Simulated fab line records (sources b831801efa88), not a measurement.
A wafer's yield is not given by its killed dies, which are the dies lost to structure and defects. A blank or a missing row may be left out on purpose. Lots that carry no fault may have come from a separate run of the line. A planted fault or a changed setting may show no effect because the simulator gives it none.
Matching of chambers	flow sky130	4 sister chambers for SKY_VIA1_CMP_24 on cmp-01
The step polishes, stops on SiO2, t overpolish 15 s, target thk 0 nm. 4 wafers are shown with their chamber, then 7 later ones without.

WAFERS WITH THEIR CHAMBER
wafer	chamber	motorCurrentA (A)
L490.1	3	10.0
L490.5	0	8.6
L492.2	2	9.9
L492.4	1	12.0

WAFERS MISSING THEIR CHAMBER
wafer	motorCurrentA (A)
L492.6	8.5
L497.2	10.4
L497.3	8.7
L497.5	8.5
L498.1	10.0
L498.3	12.2
L498.5	8.7

WHICH CHAMBER EACH ONE RAN IN
wafer	from the rows above	in truth
L492.6	0	0
L497.2	can't be placed: 3 or 2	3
L497.3	0	0
L497.5	0	0
L498.1	can't be placed: 3 or 2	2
L498.3	1	1
L498.5	0	0
Correctly placed: 5 of 7. Unplaceable from these rows: 2, with the true chamber sitting among the candidates in 2. Wrongly placed: 0.
How it was worked out, from the rows above alone: a wafer's distance from a chamber is the root of the sum, over the readings, of the square of ((its reading less the chamber's mean) divided by the reading's scatter). The wafer belongs to the nearest chamber; if the next one is less than 2 further off, it can't be placed. Each chamber's mean is taken over the wafers shown for it. The scatter: with one shown wafer a chamber, the root of the mean of the squares of how far each hidden wafer lies from its nearest shown one.
